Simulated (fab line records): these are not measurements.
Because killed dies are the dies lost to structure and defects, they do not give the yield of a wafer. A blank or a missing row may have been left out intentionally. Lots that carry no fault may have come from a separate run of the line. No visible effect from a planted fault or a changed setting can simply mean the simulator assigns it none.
Which tool is to blame? || flow gf180mcu || 14 lots, 42 wafers sampled, at 4 steps of a route of 602

WHAT THE GAUGES SHOWED, per wafer
GF_PSD_CD_MEAS_07 targets a cd of 400 nm.
{"lot": "L818", "measured": "day 14 13:05", "on": "cd sem-01", "cd nm (nm)": "400.9 401.3 400.0"}
{"lot": "L820", "measured": "day 14 20:11", "on": "cd sem-01", "cd nm (nm)": "398.3 399.9 400.4"}
{"lot": "L821", "measured": "day 15 09:59", "on": "cd sem-02", "cd nm (nm)": "398.0 399.0 397.5"}
{"lot": "L822", "measured": "day 15 16:25", "on": "cd sem-01", "cd nm (nm)": "399.8 398.8 397.7"}
{"lot": "L826", "measured": "day 16 21:17", "on": "cd sem-01", "cd nm (nm)": "408.1 410.6 409.6"}
{"lot": "L827", "measured": "day 17 06:37", "on": "cd sem-01", "cd nm (nm)": "411.7 411.0 410.8"}
{"lot": "L828", "measured": "day 17 14:40", "on": "cd sem-02", "cd nm (nm)": "400.8 401.3 400.4"}
{"lot": "L829", "measured": "day 17 22:28", "on": "cd sem-02", "cd nm (nm)": "400.4 400.6 401.5"}
{"lot": "L834", "measured": "day 19 21:59", "on": "cd sem-02", "cd nm (nm)": "403.6 405.1 403.4"}
{"lot": "L836", "measured": "day 20 12:35", "on": "cd sem-02", "cd nm (nm)": "399.4 398.2 397.5"}
{"lot": "L838", "measured": "day 21 03:41", "on": "cd sem-02", "cd nm (nm)": "402.3 401.7 401.1"}
{"lot": "L839", "measured": "day 21 15:13", "on": "cd sem-02", "cd nm (nm)": "400.9 399.8 402.6"}
{"lot": "L840", "measured": "day 21 22:49", "on": "cd sem-01", "cd nm (nm)": "398.6 397.2 401.1"}
{"lot": "L841", "measured": "day 22 05:14", "on": "cd sem-01", "cd nm (nm)": "397.3 394.8 394.9"}

GF_CONTACT_BOW_MEAS_05.
{"lot": "L818", "measured": "day 15 12:30", "on": "film metro-02", "CONTACT_BOW (um)": "60 70 69"}
{"lot": "L820", "measured": "day 15 19:25", "on": "film metro-01", "CONTACT_BOW (um)": "72 69 64"}
{"lot": "L821", "measured": "day 16 11:01", "on": "film metro-02", "CONTACT_BOW (um)": "69 60 67"}
{"lot": "L822", "measured": "day 16 17:10", "on": "film metro-02", "CONTACT_BOW (um)": "67 68 62"}
{"lot": "L826", "measured": "day 17 23:17", "on": "film metro-04", "CONTACT_BOW (um)": "63 64 62"}
{"lot": "L827", "measured": "day 18 08:14", "on": "film metro-02", "CONTACT_BOW (um)": "59 65 60"}
{"lot": "L828", "measured": "day 18 16:50", "on": "film metro-04", "CONTACT_BOW (um)": "69 74 69"}
{"lot": "L829", "measured": "day 19 00:34", "on": "film metro-04", "CONTACT_BOW (um)": "69 57 74"}
{"lot": "L834", "measured": "day 21 00:26", "on": "film metro-02", "CONTACT_BOW (um)": "65 57 58"}
{"lot": "L836", "measured": "day 21 14:52", "on": "film metro-04", "CONTACT_BOW (um)": "54 64 61"}
{"lot": "L838", "measured": "day 22 05:36", "on": "film metro-02", "CONTACT_BOW (um)": "71 59 70"}
{"lot": "L839", "measured": "day 22 16:28", "on": "film metro-04", "CONTACT_BOW (um)": "73 61 65"}
{"lot": "L840", "measured": "day 22 23:33", "on": "film metro-02", "CONTACT_BOW (um)": "61 76 56"}
{"lot": "L841", "measured": "day 23 06:25", "on": "film metro-04", "CONTACT_BOW (um)": "66 65 62"}

GF_V1_RS_MEAS_24: a four-point-probe measurement.
{"lot": "L818", "measured": "day 18 13:41", "on": "film metro-03", "V1_W_RS (ohm/sq)": "0.324 0.325 0.327"}
{"lot": "L820", "measured": "day 18 22:43", "on": "film metro-01", "V1_W_RS (ohm/sq)": "0.325 0.323 0.327"}
{"lot": "L821", "measured": "day 19 14:25", "on": "film metro-02", "V1_W_RS (ohm/sq)": "0.326 0.325 0.325"}
{"lot": "L822", "measured": "day 19 20:33", "on": "film metro-03", "V1_W_RS (ohm/sq)": "0.328 0.326 0.327"}
{"lot": "L826", "measured": "day 21 04:32", "on": "film metro-01", "V1_W_RS (ohm/sq)": "0.329 0.327 0.324"}
{"lot": "L827", "measured": "day 21 12:17", "on": "film metro-03", "V1_W_RS (ohm/sq)": "0.331 0.331 0.329"}
{"lot": "L828", "measured": "day 21 21:14", "on": "film metro-03", "V1_W_RS (ohm/sq)": "0.327 0.325 0.321"}
{"lot": "L829", "measured": "day 22 05:02", "on": "film metro-01", "V1_W_RS (ohm/sq)": "0.322 0.324 0.325"}
{"lot": "L834", "measured": "day 24 02:58", "on": "film metro-01", "V1_W_RS (ohm/sq)": "0.328 0.331 0.327"}
{"lot": "L836", "measured": "day 24 14:48", "on": "film metro-03", "V1_W_RS (ohm/sq)": "0.323 0.320 0.329"}
{"lot": "L838", "measured": "day 25 04:57", "on": "film metro-02", "V1_W_RS (ohm/sq)": "0.330 0.327 0.329"}
{"lot": "L839", "measured": "day 25 14:57", "on": "film metro-03", "V1_W_RS (ohm/sq)": "0.320 0.320 0.321"}
{"lot": "L840", "measured": "day 25 22:17", "on": "film metro-03", "V1_W_RS (ohm/sq)": "0.324 0.326 0.328"}
{"lot": "L841", "measured": "day 26 03:55", "on": "film metro-01", "V1_W_RS (ohm/sq)": "0.320 0.325 0.319"}

EACH LOT AND THE TOOL THAT RAN IT (in order: tool; ch and the chambers of the sampled wafers; start)
{"lot": "L818", "GF_PSD_DEVELOP_06": "litho track-03 ch 0, day 14 12:57"}
{"lot": "L820", "GF_PSD_DEVELOP_06": "litho track-02 ch 0, day 14 20:02"}
{"lot": "L821", "GF_PSD_DEVELOP_06": "litho track-01 ch 0, day 15 09:50"}
{"lot": "L822", "GF_PSD_DEVELOP_06": "litho track-03 ch 0, day 15 16:16"}
{"lot": "L826", "GF_PSD_DEVELOP_06": "litho track-03 ch 0, day 16 21:09"}
{"lot": "L827", "GF_PSD_DEVELOP_06": "litho track-03 ch 0, day 17 06:28"}
{"lot": "L828", "GF_PSD_DEVELOP_06": "litho track-02 ch 0, day 17 14:31"}
{"lot": "L829", "GF_PSD_DEVELOP_06": "litho track-02 ch 0, day 17 22:20"}
{"lot": "L834", "GF_PSD_DEVELOP_06": "litho track-01 ch 0, day 19 21:50"}
{"lot": "L836", "GF_PSD_DEVELOP_06": "litho track-02 ch 0, day 20 12:23"}
{"lot": "L838", "GF_PSD_DEVELOP_06": "litho track-03 ch 0, day 21 03:32"}
{"lot": "L839", "GF_PSD_DEVELOP_06": "litho track-03 ch 0, day 21 15:04"}
{"lot": "L840", "GF_PSD_DEVELOP_06": "litho track-03 ch 0, day 21 22:40"}
{"lot": "L841", "GF_PSD_DEVELOP_06": "litho track-03 ch 0, day 22 05:05"}
- GF_PSD_DEVELOP_06: develop time 60 s.

AS READ BY THE TOOLS THEMSELVES (means over the sampled wafers that have a number; for cases with no such wafer, the mark the record gives instead)
The record holds no such reading with a usual standard deviation.

THE ANSWER, worked out from the rows above alone
Rule: usual is defined by the lots themselves. The widest of any qualifying gaps counts: lots, ordered by their means at a reading, are off when they make up no more than a third of the lots, leave a main group of 4 or more, and stand apart from it by 3 or more times the standard deviation of that group's means. If all means in a main group match to the digits the tables above print for the reading, that group is not used. A lot without any number at a reading at which 4 lots or more have one is off too. Any other lot the step has rows for is counted as sound. The gauges are gone through in route order, then the tools' own readings, and for those a lot's mean is taken as printed above. At the first step where some lot is off, the reading lying furthest off is the one used; lots without a number count as furthest.
None of the lots is off at any reading shown; this tells nothing.

WHAT THE SIMULATOR PUT IN
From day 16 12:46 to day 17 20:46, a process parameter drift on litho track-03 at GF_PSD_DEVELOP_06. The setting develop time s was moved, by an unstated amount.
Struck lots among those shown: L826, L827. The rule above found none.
